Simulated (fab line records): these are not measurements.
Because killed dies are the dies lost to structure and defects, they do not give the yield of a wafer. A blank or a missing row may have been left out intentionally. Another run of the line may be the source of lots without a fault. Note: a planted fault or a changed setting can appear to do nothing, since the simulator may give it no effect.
A lot that was struck, set against a sound lot || flow sky130 || 15 steps out of a route of 708
Sound: wafers L239.4, L239.5, L239.6. Wafers L247.3, L247.5, L247.6 were the ones struck. The cause comes at the end.
For every step that has rows: the tool of each side, followed by ch and its chambers, followed by its first start. Under that, the readings that differ: sound wafers || struck wafers || difference of the means || sigmas: that difference in standard deviations of wafers without a fault.
alike: readings whose means differ by less than 2 such deviations, and words and numbers that are the same on both sides. not compared: withheld readings, readings that some wafer has no value for, bounds like >300 that may hide the same value, and numbers for which the record gives no deviation and whose values overlap.
A row with sigmas, a row that says differs or no value, or rows on one side alone: a step with any of these is where the two part. Numbers that don't overlap but have no deviation are shown without sigmas and don't part them. A reading that every wafer of one side lacks parts them only if that side has two wafers or more.

first, 1 step without rows for these wafers: SKY_VT_ADJUST_LVTN_IMPLANT_19.
SKY_VT_ADJUST_LVTN_STRIP_20: strips in O2/N2.
  sound on plasma asher-03 ch 0,1, day 8 06:16; struck on plasma asher-03 ch 0,1, day 10 12:20
  alike: chamber pressure mTorr, drypump motor current A, oes product au, strip time to endpoint s
  not compared: rf hours counter h
SKY_VT_ADJUST_LVTN_TW_MEAS_21:
  sound on film metro-01, day 8 06:22; struck on film metro-01, day 10 12:26
  alike: VT_ADJUST_LVTN_2_TW
then, 7 steps without rows for these wafers: SKY_VT_ADJUST_NCORE_DEHYDRATE_00 (time 60 s); SKY_VT_ADJUST_NCORE_HMDS_01 (prime time 60 s); SKY_VT_ADJUST_NCORE_COAT_02 (resist thk 1140 nm); SKY_VT_ADJUST_NCORE_SOFTBAKE_03 (time 60 s); SKY_VT_ADJUST_NCORE_EXPOSE_04 (exposes mask LVTN COMPLEMENT THIN, target cd 380 nm); SKY_VT_ADJUST_NCORE_PEB_05; SKY_VT_ADJUST_NCORE_DEVELOP_06 (develop time 60 s).
SKY_VT_ADJUST_NCORE_CD_MEAS_07: the cd target is 380 nm.
  sound on cd sem-01, day 9 02:53; struck on cd sem-02, day 11 11:23
  alike: cd nm
SKY_VT_ADJUST_NCORE_OVL_MEAS_08:
  sound on overlay-01, day 9 02:58; struck on overlay-02, day 11 11:29
  alike: VT_ADJUST_NCORE_OVL
SKY_VT_ADJUST_NCORE_IMPLANT_09:
  struck on implanter-02, day 11 11:34; sound on implanter-01 ch 0, day 9 03:04
  no value came back on the struck wafers for beam energy keV, beam on s (s), implant ion amu; on the sound wafers beam energy keV reads 10.003 10.008 10.005
SKY_VT_ADJUST_NCORE_STRIP_10: strips in O2/N2.
  sound on plasma asher-03 ch 0,1, day 9 03:10; struck on plasma asher-04 ch 0,1, day 11 11:41
  alike: chamber pressure mTorr, drypump motor current A, oes product au, strip time to endpoint s
  not compared: rf hours counter h
SKY_VT_ADJUST_NCORE_TW_MEAS_11:
  sound on film metro-02, day 9 03:16; struck on film metro-01, day 11 11:47
{"reading": "VT_ADJUST_NCORE_TW", "sound": "217.7 218.1 218.5", "struck": "29.4 29.4 29.4", "difference": -188.7, "sigmas": "-99 or more"}

## WHERE THEY PART
First at SKY_VT_ADJUST_NCORE_IMPLANT_09; last, within this record, at SKY_VT_ADJUST_NCORE_TW_MEAS_11.

WHY: what the simulator had put in
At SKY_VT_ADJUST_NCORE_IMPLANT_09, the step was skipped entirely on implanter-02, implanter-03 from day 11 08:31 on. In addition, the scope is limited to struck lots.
